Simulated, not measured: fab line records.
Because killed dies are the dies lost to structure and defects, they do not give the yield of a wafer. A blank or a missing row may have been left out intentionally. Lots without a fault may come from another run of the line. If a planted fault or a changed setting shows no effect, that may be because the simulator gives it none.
Which tool was responsible? || flow sfq_line || 42 wafers sampled from 14 lots at 1 step of a route of 325

== WHAT THE GAUGES READ, wafer by wafer ==
The record lacks any reading of a measuring or inspecting step that a usual standard deviation could be used to judge.

== WHICH TOOL RAN EACH LOT (tool, then ch and the chambers of the sampled wafers, then the start) ==
{"lot": "L456", "SFQ_TRILAYER_R5_ETCH_METAL_ETCH_139": "rie_metal-02 ch 0,1, day 62 13:55"}
{"lot": "L457", "SFQ_TRILAYER_R5_ETCH_METAL_ETCH_139": "rie_metal-04 ch 0,1, day 62 15:07"}
{"lot": "L458", "SFQ_TRILAYER_R5_ETCH_METAL_ETCH_139": "rie_metal-03 ch 0,1, day 63 00:43"}
{"lot": "L460", "SFQ_TRILAYER_R5_ETCH_METAL_ETCH_139": "rie_metal-03 ch 0,1, day 65 09:58"}
{"lot": "L461", "SFQ_TRILAYER_R5_ETCH_METAL_ETCH_139": "rie_metal-04 ch 0,1, day 65 11:08"}
{"lot": "L465", "SFQ_TRILAYER_R5_ETCH_METAL_ETCH_139": "rie_metal-03 ch 0,1, day 66 14:05"}
{"lot": "L466", "SFQ_TRILAYER_R5_ETCH_METAL_ETCH_139": "rie_metal-02 ch 0,1, day 66 15:17"}
{"lot": "L468", "SFQ_TRILAYER_R5_ETCH_METAL_ETCH_139": "rie_metal-02 ch 0,1, day 67 00:44"}
{"lot": "L473", "SFQ_TRILAYER_R5_ETCH_METAL_ETCH_139": "rie_metal-04 ch 0,1, day 67 22:43"}
{"lot": "L474", "SFQ_TRILAYER_R5_ETCH_METAL_ETCH_139": "rie_metal-02 ch 0,1, day 71 15:03"}
{"lot": "L475", "SFQ_TRILAYER_R5_ETCH_METAL_ETCH_139": "rie_metal-02 ch 0,1, day 71 17:28"}
{"lot": "L476", "SFQ_TRILAYER_R5_ETCH_METAL_ETCH_139": "rie_metal-03 ch 0,1, day 71 19:51"}
{"lot": "L477", "SFQ_TRILAYER_R5_ETCH_METAL_ETCH_139": "rie_metal-02 ch 0,1, day 71 21:03"}
{"lot": "L478", "SFQ_TRILAYER_R5_ETCH_METAL_ETCH_139": "rie_metal-02 ch 0,1, day 71 22:15"}
- SFQ_TRILAYER_R5_ETCH_METAL_ETCH_139: etches the open film in Cl2, stops on SiO2, target depth 60 nm, time 40 s.

== WHAT THE TOOLS THEMSELVES READ (means of the sampled wafers that have a number; where no wafer has one, the mark that the record gives instead) ==
SFQ_TRILAYER_R5_ETCH_METAL_ETCH_139.
{"lot": "L456", "tool": "rie_metal-02", "drypump_motor_current_A (A)": 6.7, "oes_product_au (a.u.)": 0.992}
{"lot": "L457", "tool": "rie_metal-04", "drypump_motor_current_A (A)": 5.9, "oes_product_au (a.u.)": 0.990}
{"lot": "L458", "tool": "rie_metal-03", "drypump_motor_current_A (A)": 6.0, "oes_product_au (a.u.)": 0.984}
{"lot": "L460", "tool": "rie_metal-03", "drypump_motor_current_A (A)": 6.0, "oes_product_au (a.u.)": 0.988}
{"lot": "L461", "tool": "rie_metal-04", "drypump_motor_current_A (A)": 6.0, "oes_product_au (a.u.)": 0.987}
{"lot": "L465", "tool": "rie_metal-03", "drypump_motor_current_A (A)": 6.0, "oes_product_au (a.u.)": 0.987}
{"lot": "L466", "tool": "rie_metal-02", "drypump_motor_current_A (A)": 6.7, "oes_product_au (a.u.)": 0.943}
{"lot": "L468", "tool": "rie_metal-02", "drypump_motor_current_A (A)": 6.7, "oes_product_au (a.u.)": 0.901}
{"lot": "L473", "tool": "rie_metal-04", "drypump_motor_current_A (A)": 5.8, "oes_product_au (a.u.)": 0.992}
{"lot": "L474", "tool": "rie_metal-02", "drypump_motor_current_A (A)": 6.5, "oes_product_au (a.u.)": 0.987}
{"lot": "L475", "tool": "rie_metal-02", "drypump_motor_current_A (A)": 6.7, "oes_product_au (a.u.)": 0.993}
{"lot": "L476", "tool": "rie_metal-03", "drypump_motor_current_A (A)": 5.7, "oes_product_au (a.u.)": 0.990}
{"lot": "L477", "tool": "rie_metal-02", "drypump_motor_current_A (A)": 6.7, "oes_product_au (a.u.)": 0.988}
{"lot": "L478", "tool": "rie_metal-02", "drypump_motor_current_A (A)": 6.7, "oes_product_au (a.u.)": 0.987}

== THE ANSWER, worked out from the rows above alone ==
Rule: the usual values come from the lots themselves. Put in order of their means at a reading, lots are off if they are a third of the lots or fewer, leave a main group of 4 or more, and stand apart from it by a gap of 3 or more times the standard deviation of the main group's means; of several such gaps the widest counts. Not used: any main group whose means are identical at the precision the tables above print for the reading. Also off: a lot with no number at a reading for which 4 or more lots have one. Where the step has rows for the other lots, those lots are counted as sound. The gauges are gone through in route order, then the tools' own readings, and for those a lot's mean is taken as printed above. At the first step where some lot is off, the reading lying furthest off is the one used; lots without a number count as furthest.
Off, at SFQ_TRILAYER_R5_ETCH_METAL_ETCH_139 on oes_product_au: L466, L468. The main group has a mean of 0.989 a.u. with a standard deviation of 0.0026.
If a tool, at that step or one of the process steps before it, ran each lot that is off and ran no sound lot following the first of them, it fits. Of those tried, none fits.

== WHAT THE SIMULATOR HAD PUT IN ==
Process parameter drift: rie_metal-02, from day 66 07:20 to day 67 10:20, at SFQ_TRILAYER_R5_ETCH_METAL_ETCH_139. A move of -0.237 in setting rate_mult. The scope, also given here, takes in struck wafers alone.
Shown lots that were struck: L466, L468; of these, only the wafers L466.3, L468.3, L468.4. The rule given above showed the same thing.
